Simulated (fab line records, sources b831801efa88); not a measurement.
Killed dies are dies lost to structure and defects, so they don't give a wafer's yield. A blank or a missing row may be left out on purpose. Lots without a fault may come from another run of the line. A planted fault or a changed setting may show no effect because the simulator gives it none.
fab line records | flow sky130
record lots=15 wafers=45 last_day=50
route steps=708 shown VIA3@575 METAL4@598
lots that met no fault: from a run of the same line without faults
start_h: hours from the record's first day to the start of the lot's first wafer shown | wait_h: hours since the lot's step before | " the same as in the row above | L1.1+2: a row that stands for several wafers | - no value, or no start given | * or withheld: withheld | < > ~ a bound
route shown NAME@n: a module of which the file shows steps, and the number in the route of the first | usual: mean/standard deviation of fault-free wafers | same: alike in all rows | chamber/n: place in a boat | sites: the reading at each site | _std_site: their standard deviation | _edge_site: outer sites' mean less inner sites' | radius_mm: how far each site lies from the wafer's centre | mask NAME#n: copy n | behind: the tool/chamber that last shaped the wafer | hold: why the lot was held/for how many hours/how that ended | device: the transistor (n, p or np) that didn't switch | end of line: the same wafers' tests at the end of the route | a step without rows: its recipe alone | killed: dies lost to structure and defects at the first sort, not the wafer's yield | map: a wafer's dies, x killed, . not, _ none there
set.NAME: the setting as run; set.NAME@STEP: as run at that earlier step | model.NAME: the simulator's own value behind a step, which no gauge read
steps of the route over a sample of lots; a table a step, a row a wafer
services: from which hour (start_h, from the record's first day; less than 0 if before it) a tool's chamber was out of use, for how many hours, and why
## steps
# step SKY_VIA3_CMP_02
# recipe material=SiO2 down_force_psi=4 platen_rpm=60 pad_velocity_m_s=0.94248
# usual motor_current_A=11.5/1.5 slurry_filter_dp_kPa=13.49/0.13
# columns lot.wafer tool chamber start_h wait_h motor_current_A slurry_filter_dp_kPa
L309.2 cmp-02 1 909.42 0.0 11.2 13.43
L309.4 " 2 " " 10.3 13.43
L309.3 " 0 " " 12.3 13.42
L310.4 cmp-01 2 917.60 0.1 14.1 13.36
L310.6 " 0 " " 12.4 13.55
L310.5 " 1 " " 9.8 13.75
L311.1 cmp-01 3 927.11 0.1 10.8 13.71
L311.2 " 0 " " 12.0 13.45
L311.6 " 3 " " 9.9 13.39
L312.1 cmp-02 2 942.04 0.1 9.6 13.40
L312.4 " 0 " " 11.8 13.32
L312.6 " 1 " " 12.0 13.75
L314.1 cmp-01 2 953.67 0.1 14.0 13.50
L314.4 " 0 " " 12.5 13.34
L314.6 " 2 " " 14.5 13.43
L315.2 cmp-02 0 967.88 0.1 11.5 13.36
L315.1 " 1 " " 11.6 13.47
L315.6 " 3 " " 12.4 13.66
L317.3 cmp-02 0 982.40 0.0 11.4 13.47
L317.2 " 1 " " 11.3 13.61
L317.6 " 0 " " 11.9 13.42
L318.1 cmp-02 1 985.21 0.1 11.8 13.39
L318.3 " 3 " " 12.0 13.49
L318.5 " 0 " " 12.6 13.48
L319.1 cmp-01 2 986.31 0.1 14.3 13.64
L319.3 " 3 " " 10.3 13.37
L319.5 " 0 " " 12.4 13.65
L321.1 cmp-02 2 1006.49 0.1 10.7 13.41
L321.4 " 0 " " 11.7 13.62
L321.6 " 2 " " 9.9 13.52
L324.2 cmp-02 1 1016.74 0.0 10.9 13.56
L324.4 " 2 " " 9.2 13.45
L324.3 " 0 " " 12.2 13.37
L325.1 cmp-01 2 1023.74 0.1 14.0 13.39
L325.6 " 0 " " 12.4 13.35
L325.5 " 1 " " 10.1 13.27
L326.4 cmp-02 0 1038.12 0.0 12.0 13.46
L326.2 " 2 " " 9.5 13.61
L326.6 " 1 " " 11.0 13.41
L329.3 cmp-02 2 1051.16 0.1 9.9 13.43
L329.4 " 3 " " 13.1 13.46
L329.5 " 1 " " 11.0 13.41
L331.4 cmp-01 2 1064.88 0.1 13.7 13.72
L331.3 " 0 " " 12.6 13.37
L331.2 " 1 " " 9.2 13.57
# step SKY_VIA3_ETCH_14
# recipe chemistry=N2/H2 target=BARC ion_energy_ev=200 source_w=500 bias_w=100 pressure_mtorr=30 n2_flow_sccm=100 h2_flow_sccm=200 stop_on=SiO2 time_s=45.9 target_depth_a=600
# usual drypump_motor_current_A=5.5/0.43 n2_flow_sccm=100.03/0.27 oes_product_au=0.854/0.0045 throttle_valve_pct=13.223/0.0097
# columns lot.wafer tool chamber start_h wait_h drypump_motor_current_A n2_flow_sccm oes_product_au rf_hours_counter_h throttle_valve_pct
L309.2 rie_diel-02 0 935.16 0.0 5.9 100.01 0.862 10 13.234
L309.3 " 1 " " 5.5 100.30 0.850 2 13.231
L309.4 " 3 " " 5.9 99.82 0.850 23 13.226
L310.4 rie_diel-02 1 942.68 0.0 5.5 100.22 0.853 - 13.216
L310.5 " 2 " " 5.5 100.20 0.849 - 13.230
L310.6 " 0 " " 5.9 100.01 0.847 - 13.233
L311.1 rie_diel-04 3 952.11 0.0 5.0 99.78 0.851 2 13.225
L311.2 " 2 " " 5.9 99.91 0.854 21 13.203
L311.6 " 3 " " 5.0 99.33 0.841 - 13.220
L312.1 rie_diel-03 0 966.84 0.0 6.0 100.50 0.849 7 13.207
L312.4 " 0 " " 5.9 100.10 0.844 - 13.211
L312.6 " 3 " " 5.2 100.11 0.851 - 13.226
L314.1 rie_diel-04 2 978.56 0.0 5.9 100.13 0.856 22 13.219
L314.4 " 2 " " 5.9 100.49 0.854 - 13.228
L314.6 " 3 " " 5.0 99.88 0.858 - 13.211
L315.1 rie_diel-03 0 992.12 0.0 6.0 100.03 0.861 8 13.208
L315.2 " 2 " " 4.8 99.85 0.847 20 13.225
L315.6 " 3 " " 5.2 99.95 0.855 - 13.214
L317.2 rie_diel-03 2 1006.47 0.0 4.7 100.26 0.856 21 13.222
L317.3 " 3 " " 5.2 100.67 0.860 16 13.230
L317.6 " 0 " " 6.0 100.14 0.851 - 13.234
L318.1 rie_diel-03 3 1009.71 0.0 5.2 99.70 0.847 17 13.210
L318.3 " 1 " " 6.0 99.51 0.860 10 13.212
L318.5 " 1 " " 6.0 99.88 0.856 - 13.233
L319.1 rie_diel-02 2 1010.67 0.0 5.5 99.88 0.857 18 13.225
L319.3 " 1 " " 5.5 99.99 0.862 5 13.234
L319.5 " 1 " " 5.5 100.10 0.855 - 13.226
L321.1 rie_diel-02 3 1029.77 0.0 5.9 100.03 0.805 2 13.223
L321.4 " 1 " " 5.5 99.96 0.856 5 13.202
L321.6 " 3 " " 5.9 100.46 0.801 - 13.208
L324.2 rie_diel-03 3 1039.89 0.0 5.2 99.99 0.854 18 13.208
L324.3 " 1 " " 6.1 100.28 0.858 11 13.218
L324.4 " 0 " " 6.0 99.98 0.854 9 13.221
L325.1 rie_diel-02 1 1047.69 0.0 5.5 99.42 0.805 6 13.202
L325.5 " 3 " " 5.9 99.98 0.854 - 13.225
L325.6 " 2 " " 5.5 99.56 0.803 - 13.227
L326.2 rie_diel-02 1 1060.61 0.0 5.5 100.06 0.805 6 13.228
L326.4 " 3 " " 5.9 100.47 0.867 3 13.227
L326.6 " 2 " " 5.5 100.43 0.809 - 13.233
L329.3 rie_diel-03 3 1073.67 0.0 5.2 100.37 0.855 18 13.224
L329.4 " 2 " " 4.7 99.59 0.847 23 13.239
L329.5 " 0 " " 6.0 100.22 0.852 - 13.221
L331.2 rie_diel-03 3 1087.22 0.0 5.2 99.84 0.860 19 13.220
L331.3 " 2 " " 4.7 99.81 0.854 23 13.212
L331.4 " 1 " " 6.0 100.09 0.845 13 13.229
# step SKY_VIA3_ETCH_15
# recipe target=SiO2 chemistry=C4F8/O2/Ar target_depth_nm=507 stop_on=TiN mask_material=KrF-thick source_w=1500 bias_w=1200 pressure_mtorr=40 c4f8_flow_sccm=withheld O2_flow_sccm=6 Ar_flow_sccm=300 time_s=78
# usual oes_product_au=0.945/0.0044
# columns lot.wafer tool chamber start_h wait_h oes_product_au rf_hours_counter_h
L309.2 rie_diel-02 0 935.20 0.0 0.941 10
L309.3 " 1 " " 0.946 2
L309.4 " 3 " " 0.951 23
L310.4 rie_diel-02 1 942.73 0.0 0.956 -
L310.5 " 2 " " 0.946 -
L310.6 " 0 " " 0.949 -
L311.1 rie_diel-04 3 952.15 0.0 0.940 2
L311.2 " 2 " " 0.945 21
L311.6 " 3 " " 0.935 -
L312.1 rie_diel-03 0 966.88 0.0 0.943 7
L312.4 " 0 " " 0.949 -
L312.6 " 3 " " 0.945 -
L314.1 rie_diel-04 2 978.60 0.0 0.952 22
L314.4 " 2 " " 0.952 -
L314.6 " 3 " " 0.949 -
L315.1 rie_diel-03 0 992.16 0.0 0.955 8
L315.2 " 2 " " 0.942 20
L315.6 " 3 " " 0.948 -
L317.2 rie_diel-03 2 1006.51 0.0 0.948 21
L317.3 " 3 " " 0.948 16
L317.6 " 0 " " 0.944 -
L318.1 rie_diel-03 3 1009.75 0.0 0.951 17
L318.3 " 1 " " 0.942 10
L318.5 " 1 " " 0.946 -
L319.1 rie_diel-02 2 1010.71 0.0 0.946 18
L319.3 " 1 " " 0.944 5
L319.5 " 1 " " 0.948 -
L321.1 rie_diel-02 3 1029.81 0.0 0.374 2
L321.4 " 1 " " 0.942 5
L321.6 " 3 " " 0.374 -
L324.2 rie_diel-03 3 1039.93 0.0 0.954 18
L324.3 " 1 " " 0.947 11
L324.4 " 0 " " 0.941 9
L325.1 rie_diel-02 1 1047.73 0.0 0.374 6
L325.5 " 3 " " 0.947 -
L325.6 " 2 " " 0.378 -
L326.2 rie_diel-02 1 1060.65 0.0 0.376 6
L326.4 " 3 " " 0.945 3
L326.6 " 2 " " 0.374 -
L329.3 rie_diel-03 3 1073.71 0.0 0.950 18
L329.4 " 2 " " 0.940 23
L329.5 " 0 " " 0.938 -
L331.2 rie_diel-03 3 1087.26 0.0 0.946 19
L331.3 " 2 " " 0.947 23
L331.4 " 1 " " 0.952 13
# step SKY_VIA3_STRIP_16
# recipe chemistry=O2/N2 power_w=1400 pressure_mtorr=1500 platen_temp_c=withheld o2_flow_sccm=3000 n2_flow_sccm=300 overash_fraction=0.5
# usual drypump_motor_current_A=5.6/0.38 n2_flow_sccm=299.9/0.93 o2_flow_sccm=3001/8.9 oes_product_au=0.402/0.0049 strip_time_to_endpoint_s=4.140/0.023
# same overash_fraction=0.5
# columns lot.wafer tool chamber start_h wait_h drypump_motor_current_A n2_flow_sccm o2_flow_sccm oes_product_au rf_hours_counter_h strip_time_to_endpoint_s
L309.2 plasma_asher-03 0 935.26 0.0 5.5 300.8 3005 0.403 19 4.132
L309.3 " 1 " " 5.8 299.9 3009 0.399 - 4.140
L309.4 " 0 " " 5.5 298.9 3005 0.394 - 4.106
L310.4 plasma_asher-02 1 942.79 0.0 5.7 299.6 3007 0.403 - 4.152
L310.5 " 1 " " 5.7 299.1 3017 0.402 - 4.140
L310.6 " 0 " " 5.3 300.0 3003 0.414 - 4.131
L311.1 plasma_asher-02 0 952.21 0.0 5.3 301.6 3003 0.406 82 4.169
L311.2 " 1 " " 5.7 300.0 2992 0.408 82 4.135
L311.6 " 0 " " 5.3 301.3 3000 0.394 - 4.163
L312.1 plasma_asher-02 0 966.94 0.0 5.3 299.7 3009 0.408 83 4.154
L312.4 " 0 " " 5.3 299.7 2993 0.414 - 4.136
L312.6 " 1 " " 5.7 299.9 3009 0.400 - 4.135
L314.1 plasma_asher-03 0 978.66 0.0 5.6 298.9 2997 0.401 24 4.142
L314.4 " 1 " " 5.8 298.5 2992 0.404 - 4.157
L314.6 " 0 " " 5.6 299.7 2987 0.398 - 4.159
L315.1 plasma_asher-02 0 992.22 0.0 5.3 300.1 3019 0.410 86 4.110
L315.2 " 1 " " 5.7 301.0 3010 0.400 86 4.123
L315.6 " 0 " " 5.3 300.6 3013 0.399 - 4.172
L317.2 plasma_asher-04 0 1006.57 0.0 5.0 299.3 2990 0.405 116 4.183
L317.3 " 1 " " 6.3 300.8 2989 0.403 - 4.189
L317.6 " 1 " " 6.3 299.9 3002 0.404 - 4.154
L318.1 plasma_asher-04 1 1009.81 0.0 6.3 299.6 3006 0.400 117 4.147
L318.3 " 1 " " 6.3 300.1 3005 0.416 - 4.151
L318.5 " 1 " " 6.3 299.2 3004 0.404 - 4.174
L319.1 plasma_asher-03 0 1010.77 0.0 5.6 300.2 3000 0.402 28 4.118
L319.3 " 0 " " 5.6 300.4 2994 0.403 - 4.121
L319.5 " 0 " " 5.6 300.2 2996 0.404 - 4.111
L321.1 plasma_asher-03 1 1029.87 0.0 5.8 299.8 2993 0.418 30 4.267
L321.4 " 1 " " 5.8 301.1 2999 0.401 - 4.139
L321.6 " 0 " " 5.5 302.6 2996 0.405 - 4.284
L324.2 plasma_asher-04 0 1039.99 0.0 5.0 299.2 2998 0.406 120 4.171
L324.3 " 0 " " 5.0 296.7 3003 0.399 - 4.162
L324.4 " 1 " " 6.3 298.0 3010 0.408 - 4.097
L325.1 plasma_asher-03 0 1047.79 0.0 5.6 299.4 2983 0.408 32 4.270
L325.5 " 0 " " 5.6 300.2 2997 0.407 - 4.107
L325.6 " 1 " " 5.8 300.4 2979 0.405 - 4.289
L326.2 plasma_asher-03 1 1060.71 0.0 5.8 299.0 3007 0.401 33 4.315
L326.4 " 0 " " 5.5 300.7 2997 0.402 - 4.144
L326.6 " 1 " " 5.8 299.0 3021 0.414 - 4.305
L329.3 plasma_asher-04 0 1073.81 0.1 5.0 301.2 3000 0.399 - 4.145
L329.4 " 1 " " 6.4 300.4 2980 0.399 - 4.166
L329.5 " 0 " " 5.0 299.0 2999 0.400 - 4.146
L331.2 plasma_asher-04 0 1087.32 0.0 5.0 299.2 2998 0.406 2 4.190
L331.3 " 0 " " 5.0 299.9 2994 0.393 - 4.175
L331.4 " 1 " " 6.4 300.1 3005 0.403 - 4.162
# step SKY_METAL4_SPUTTER_00
# recipe material=Ti target_thk_nm=15 power_w=3000 time_s=10 chamber_pressure_pa=0.4
# usual cathode_dc_power_W=3000.0/0.52 throttle_valve_pct=30.6/1.2
# columns lot.wafer tool chamber start_h wait_h cathode_dc_power_W throttle_valve_pct
L309.2 pvd_sputter-04 - 936.55 0.1 3000.2 29.5
L309.3 " - " " 3000.2 30.6
L309.4 " - " " 3000.3 30.3
L310.4 pvd_sputter-04 - 944.01 0.2 2999.5 29.4
L310.5 " - " " 2999.4 29.8
L310.6 " - " " 3000.1 30.2
L311.1 pvd_sputter-04 - 953.46 0.1 3000.4 29.6
L311.2 " - " " 2999.1 30.4
L311.6 " - " " 3000.0 30.6
L312.1 pvd_sputter-02 - 968.20 0.1 3000.1 32.2
L312.4 " - " " 2999.6 33.5
L312.6 " - " " 3000.3 31.5
L314.1 pvd_sputter-01 - 979.92 0.1 3000.9 30.2
L314.4 " - " " 2999.5 30.9
L314.6 " - " " 2999.7 30.8
L315.1 pvd_sputter-01 - 993.52 0.2 3000.0 31.4
L315.2 " - " " 3000.2 30.1
L315.6 " - " " 3000.6 30.8
L317.2 pvd_sputter-01 - 1007.83 0.1 3000.6 30.7
L317.3 " - " " 2999.3 30.0
L317.6 " - " " 2999.7 31.1
L318.1 pvd_sputter-01 - 1011.07 0.2 2999.6 30.8
L318.3 " - " " 3000.1 31.0
L318.5 " - " " 2999.3 30.2
L319.1 pvd_sputter-04 - 1012.04 0.1 3000.6 30.2
L319.3 " - " " 3000.1 29.0
L319.5 " - " " 3000.1 28.9
L321.4 pvd_sputter-04 - 1031.13 0.2 2999.9 30.6
L324.2 pvd_sputter-01 - 1041.26 0.1 3000.1 31.1
L324.3 " - " " 3000.7 29.9
L324.4 " - " " 3000.1 30.5
L325.5 pvd_sputter-01 - 1049.06 0.0 3000.2 30.6
L326.4 pvd_sputter-02 - 1061.98 0.3 3000.0 33.4
L329.3 pvd_sputter-02 - 1075.07 0.1 3000.3 28.9
L329.4 " - " " 2999.8 30.5
L329.5 " - " " 2999.5 30.6
L331.2 pvd_sputter-01 - 1088.58 0.1 3000.0 29.8
L331.3 " - " " 2999.4 31.2
L331.4 " - " " 3000.6 30.7
# step SKY_METAL4_SPUTTER_01
# recipe material=TiN target_thk_nm=20 power_w=6500 time_s=16.7 chamber_pressure_pa=0.4
# usual cathode_dc_power_W=6500.0/1.2 throttle_valve_pct=30.6/1.2
# columns lot.wafer tool chamber start_h wait_h cathode_dc_power_W throttle_valve_pct
L309.2 pvd_sputter-04 - 936.58 0.0 6499.0 29.4
L309.3 " - " " 6500.1 30.8
L309.4 " - " " 6501.9 30.1
L310.4 pvd_sputter-04 - 944.04 0.0 6500.2 29.0
L310.5 " - " " 6499.1 29.5
L310.6 " - " " 6502.1 30.2
L311.1 pvd_sputter-04 - 953.49 0.0 6501.2 29.9
L311.2 " - " " 6500.7 30.0
L311.6 " - " " 6498.8 30.3
L312.1 pvd_sputter-02 - 968.22 0.0 6498.7 31.5
L312.4 " - " " 6498.3 33.3
L312.6 " - " " 6500.0 31.8
L314.1 pvd_sputter-01 - 979.94 0.0 6501.3 30.2
L314.4 " - " " 6498.9 31.0
L314.6 " - " " 6501.0 30.9
L315.1 pvd_sputter-01 - 993.54 0.0 6500.4 31.1
L315.2 " - " " 6501.0 30.2
L315.6 " - " " 6498.3 30.7
L317.2 pvd_sputter-01 - 1007.86 0.0 6499.6 31.1
L317.3 " - " " 6500.0 29.9
L317.6 " - " " 6500.3 31.1
L318.1 pvd_sputter-01 - 1011.10 0.0 6498.7 30.9
L318.3 " - " " 6499.7 31.1
L318.5 " - " " 6499.0 30.3
L319.1 pvd_sputter-04 - 1012.06 0.0 6499.9 30.4
L319.3 " - " " 6498.2 29.3
L319.5 " - " " 6499.4 29.0
L321.4 pvd_sputter-04 - 1031.15 0.0 6499.4 30.3
L324.2 pvd_sputter-01 - 1041.28 0.0 6499.5 31.1
L324.3 " - " " 6499.0 30.2
L324.4 " - " " 6500.1 30.6
L325.5 pvd_sputter-01 - 1049.08 0.0 6501.7 30.8
L326.4 pvd_sputter-02 - 1062.00 0.0 6500.2 33.5
L329.3 pvd_sputter-02 - 1075.09 0.0 6501.1 28.7
L329.4 " - " " 6497.6 30.5
L329.5 " - " " 6502.7 30.5
L331.2 pvd_sputter-01 - 1088.60 0.0 6497.4 30.0
L331.3 " - " " 6501.8 31.2
L331.4 " - " " 6501.2 30.6
## services
# columns tool chamber start_h hours kind
cmp-01 - 909.31 0.3 repair
rie_diel-03 3 910.74 1.9 repair
plasma_asher-02 - 911.57 11.8 repair
cmp-02 - 912.62 4.0 pm
rie_diel-04 3 923.27 6.1 repair
rie_diel-04 2 925.39 7.8 repair
rie_diel-02 3 935.49 6.2 repair
cmp-02 - 945.10 3.9 repair
rie_diel-03 1 960.49 13.2 repair
plasma_asher-04 - 974.62 22.6 repair
pvd_sputter-04 - 983.99 1.9 repair
cmp-01 - 989.97 4.3 pm
plasma_asher-04 - 997.25 2.8 pm
pvd_sputter-02 - 1001.31 36.9 repair
cmp-01 - 1002.88 1.0 repair
plasma_asher-03 - 1006.01 2.8 pm
cmp-01 - 1006.92 15.1 pm
cmp-01 - 1031.39 2.3 repair
cmp-02 - 1037.34 0.2 repair
cmp-02 - 1040.11 2.4 repair
plasma_asher-04 - 1055.25 9.0 pm
pvd_sputter-04 - 1057.39 14.6 repair
rie_diel-03 - 1067.55 1.7 repair
cmp-01 - 1084.16 4.0 pm
## key
first_sign step=SKY_VIA3_ETCH_14 reading=oes_product_au direction=down sigmas=11 usual=0.854 struck=0.805
effect step=SKY_VIA3_ETCH_15 reading=oes_product_au direction=down sigmas=99+ usual=0.945 struck=0.375
effect step=SKY_VIA3_STRIP_16 reading=strip_time_to_endpoint_s direction=up sigmas=6.5 usual=* struck=*
met_at SKY_VIA3_ETCH_14
struck_lots L321,L325,L326
struck_wafers L321.1,L321.6,L325.1,L325.6,L326.2,L326.6
later_rows_left_out L321.1,L321.6,L325.1,L325.6,L326.2,L326.6
sort_left_out L321.1,L321.6,L325.1,L325.6,L326.2,L326.6
not_acting_at SKY_VIA3_CMP_02,SKY_METAL4_SPUTTER_00,SKY_METAL4_SPUTTER_01
onset_between 1010.67 1029.77
fault kind=process_parameter_drift tool=rie_diel-02 chamber=- onset_h=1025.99 steps=SKY_VIA3_ETCH_14 channel=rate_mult offset=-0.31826 shape=step end_h=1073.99 scope=struck_wafers_only
# sort_left_out: the simulated sort isn't trusted on such a fault, so these wafers' sort isn't shown, and their yield isn't known
# later_rows_left_out: the simulator's readings of these wafers behind a module that went badly wrong aren't trusted and aren't shown, but for the sort
